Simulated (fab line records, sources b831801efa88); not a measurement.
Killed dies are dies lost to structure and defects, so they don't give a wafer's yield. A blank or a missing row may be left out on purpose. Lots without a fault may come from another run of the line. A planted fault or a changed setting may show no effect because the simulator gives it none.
Which tool did it? | flow sky130 | 10 lots, 30 wafers sampled, at 5 steps of a route of 708

WHAT THE GAUGES READ, wafer by wafer
The record holds no reading of a measuring or inspecting step that can be judged against a usual standard deviation.

WHICH TOOL RAN EACH LOT (tool, then ch and the chambers of the sampled wafers, then the start)
lot  | SKY_METAL4_SPUTTER_03        | SKY_METAL5_SPUTTER_01        | SKY_METAL5_DESCUM_14              | SKY_METAL5_METAL_ETCH_15          | SKY_METAL5_STRIP_16
L463 | pvd_sputter-02, day 39 09:22 | pvd_sputter-01, day 42 13:29 | rie_metal-04 ch 0,1, day 43 11:58 | rie_metal-04 ch 0,1, day 43 12:04 | plasma_asher-03 ch 0,1, day 43 12:16
L466 | pvd_sputter-01, day 41 01:38 | pvd_sputter-03, day 44 03:33 | rie_metal-03 ch 0,1, day 45 01:25 | rie_metal-03 ch 0,1, day 45 01:27 | plasma_asher-04 ch 0,1, day 45 01:41
L468 | pvd_sputter-02, day 41 04:00 | pvd_sputter-01, day 44 05:00 | rie_metal-01 ch 1, day 45 02:33   | rie_metal-01 ch 1, day 45 02:35   | plasma_asher-04 ch 0,1, day 45 02:49
L471 | pvd_sputter-04, day 42 07:32 | pvd_sputter-03, day 45 06:58 | rie_metal-04 ch 0,1, day 46 03:43 | rie_metal-04 ch 0,1, day 46 03:44 | plasma_asher-03 ch 0, day 46 03:58
L473 | pvd_sputter-04, day 42 13:50 | pvd_sputter-01, day 45 12:33 | rie_metal-04 ch 0,1, day 46 09:41 | rie_metal-04 ch 0,1, day 46 09:43 | plasma_asher-03 ch 0,1, day 46 09:58
L476 | pvd_sputter-01, day 43 14:10 | pvd_sputter-01, day 46 12:23 | rie_metal-03 ch 0,1, day 47 08:07 | rie_metal-03 ch 0,1, day 47 08:08 | plasma_asher-04 ch 0, day 47 08:22
L477 | pvd_sputter-02, day 43 19:33 | pvd_sputter-03, day 46 16:35 | rie_metal-03 ch 0,1, day 47 12:17 | rie_metal-03 ch 0,1, day 47 12:19 | plasma_asher-01 ch 0,1, day 47 12:34
L484 | pvd_sputter-01, day 45 15:32 | pvd_sputter-01, day 48 06:07 | rie_metal-03 ch 0, day 49 00:28   | rie_metal-03 ch 0, day 49 00:29   | plasma_asher-03 ch 1, day 49 00:43
L486 | pvd_sputter-02, day 46 19:23 | pvd_sputter-03, day 49 06:19 | rie_metal-04 ch 0,1, day 49 23:40 | rie_metal-04 ch 0,1, day 49 23:41 | plasma_asher-04 ch 1, day 49 23:56
L485 | pvd_sputter-02, day 46 23:08 | pvd_sputter-04, day 49 09:31 | rie_metal-03 ch 0,1, day 50 01:12 | rie_metal-03 ch 0,1, day 50 01:18 | plasma_asher-01 ch 0,1, day 50 01:29
- SKY_METAL4_SPUTTER_03: material Ti, target thk 5 nm, time 3.3 s.
- SKY_METAL5_SPUTTER_01: material TiN, target thk 20 nm, time 16.7 s.
- SKY_METAL5_DESCUM_14: chemistry O2, time 11 s.
- SKY_METAL5_METAL_ETCH_15: etches the open film in Cl2/BCl3, stops on SiO2, target depth 1260 nm, time 252 s.
- SKY_METAL5_STRIP_16: strips in O2/N2.

WHAT THE TOOLS THEMSELVES READ (means of the sampled wafers that have a number; where no wafer has one, the mark that the record gives instead)
SKY_METAL4_SPUTTER_03.
lot  | tool           | cathode_dc_power_W (W) | throttle_valve_pct (%)
L463 | pvd_sputter-02 | 3000.5                 | 30.0
L466 | pvd_sputter-01 | 2999.6                 | 30.9
L468 | pvd_sputter-02 | 3000.4                 | 29.1
L471 | pvd_sputter-04 | 3000.3                 | 30.5
L473 | pvd_sputter-04 | 2999.7                 | 30.2
L476 | pvd_sputter-01 | 2999.9                 | 30.9
L477 | pvd_sputter-02 | 3000.8                 | 28.2
L484 | pvd_sputter-01 | 3000.0                 | 30.8
L486 | pvd_sputter-02 | 3000.1                 | 30.1
L485 | pvd_sputter-02 | 2999.9                 | 30.1

SKY_METAL5_SPUTTER_01.
lot  | tool           | cathode_dc_power_W (W) | throttle_valve_pct (%)
L463 | pvd_sputter-01 | 6500.6                 | 30.9
L466 | pvd_sputter-03 | 6500.4                 | 29.9
L468 | pvd_sputter-01 | 6500.7                 | 30.8
L471 | pvd_sputter-03 | 6499.8                 | 29.3
L473 | pvd_sputter-01 | 6500.2                 | 30.8
L476 | pvd_sputter-01 | 6501.7                 | 31.0
L477 | pvd_sputter-03 | 6500.8                 | 29.7
L484 | pvd_sputter-01 | 6498.5                 | 31.0
L486 | pvd_sputter-03 | 6498.7                 | 29.2
L485 | pvd_sputter-04 | 6499.7                 | 31.0

SKY_METAL5_DESCUM_14.
lot  | tool         | drypump_motor_current_A (A) | oes_product_au (a.u.)
L463 | rie_metal-04 | 5.8                         | 0.994
L466 | rie_metal-03 | 5.2                         | 0.998
L468 | rie_metal-01 | 5.1                         | 0.998
L471 | rie_metal-04 | 5.6                         | 0.994
L473 | rie_metal-04 | 5.6                         | 0.996
L476 | rie_metal-03 | 5.2                         | 0.999
L477 | rie_metal-03 | 5.3                         | 1.004
L484 | rie_metal-03 | 5.6                         | 1.012
L486 | rie_metal-04 | 5.6                         | 0.997
L485 | rie_metal-03 | 5.2                         | 0.996

SKY_METAL5_METAL_ETCH_15.
lot  | tool         | drypump_motor_current_A (A) | oes_product_au (a.u.) | run_length_s (s) | throttle_valve_pct (%)
L463 | rie_metal-04 | 5.8                         | 0.897                 | 280.4            | 22.260
L466 | rie_metal-03 | 5.2                         | 0.900                 | 280.6            | 22.265
L468 | rie_metal-01 | 5.1                         | 0.896                 | 280.2            | 22.270
L471 | rie_metal-04 | 5.6                         | 0.892                 | 280.1            | 22.262
L473 | rie_metal-04 | 5.6                         | 0.894                 | 280.5            | 22.265
L476 | rie_metal-03 | 5.2                         | 0.892                 | 280.5            | 22.263
L477 | rie_metal-03 | 5.3                         | 0.902                 | 280.8            | 22.251
L484 | rie_metal-03 | 5.6                         | 0.940                 | 270.0            | 22.268
L486 | rie_metal-04 | 5.6                         | 0.900                 | 280.3            | 22.269
L485 | rie_metal-03 | 5.2                         | 0.910                 | 277.0            | 22.271

SKY_METAL5_STRIP_16.
lot  | tool            | drypump_motor_current_A (A) | n2_flow_sccm (sccm) | oes_product_au (a.u.) | strip_time_to_endpoint_s (s)
L463 | plasma_asher-03 | 6.1                         | 299.5               | 0.711                 | 13.23
L466 | plasma_asher-04 | 5.2                         | 299.2               | 0.711                 | 13.31
L468 | plasma_asher-04 | 5.5                         | 300.1               | 0.716                 | 13.22
L471 | plasma_asher-03 | 5.6                         | 300.4               | 0.713                 | 13.11
L473 | plasma_asher-03 | 6.1                         | 300.2               | 0.708                 | 13.25
L476 | plasma_asher-04 | 5.8                         | 299.9               | 0.713                 | 13.12
L477 | plasma_asher-01 | 6.0                         | 300.3               | 0.709                 | 13.13
L484 | plasma_asher-03 | 6.3                         | 300.8               | 0.713                 | 13.41
L486 | plasma_asher-04 | 4.9                         | 299.7               | 0.714                 | 13.16
L485 | plasma_asher-01 | 5.8                         | 300.4               | 0.708                 | 13.28

THE ANSWER, worked out from the rows above alone
Rule: what is usual is taken from the lots themselves. Put in order of their means at a reading, lots are off if they are a third of the lots or fewer, leave a main group of 4 or more, and stand apart from it by a gap of 3 or more times the standard deviation of the main group's means; of several such gaps the widest counts. A main group whose means are all the same, to the digits that the tables above print for the reading, isn't used. A lot without any number at a reading at which 4 lots or more have one is off too. The other lots that the step has rows for count as sound. The gauges are gone through in route order, then the tools' own readings, and for those a lot's mean is taken as printed above. The first step at which some lot is off is used, and at that step the reading that is off furthest; a lot without a number counts as furthest.
Off: L484, L485, at SKY_METAL5_METAL_ETCH_15 (run_length_s). The main group: mean 280.4 s, standard deviation 0.21.
A tool fits if, at that step or a process step before it, it ran every lot that is off, and no sound lot after the first of them. One fits: rie_metal-03 at SKY_METAL5_DESCUM_14 and SKY_METAL5_METAL_ETCH_15. At SKY_METAL5_DESCUM_14 its last sound lot is L477 (day 47 12:17), its first lot that is off L484 (day 49 00:28): a fault that began between those two fits.

WHAT THE SIMULATOR HAD PUT IN
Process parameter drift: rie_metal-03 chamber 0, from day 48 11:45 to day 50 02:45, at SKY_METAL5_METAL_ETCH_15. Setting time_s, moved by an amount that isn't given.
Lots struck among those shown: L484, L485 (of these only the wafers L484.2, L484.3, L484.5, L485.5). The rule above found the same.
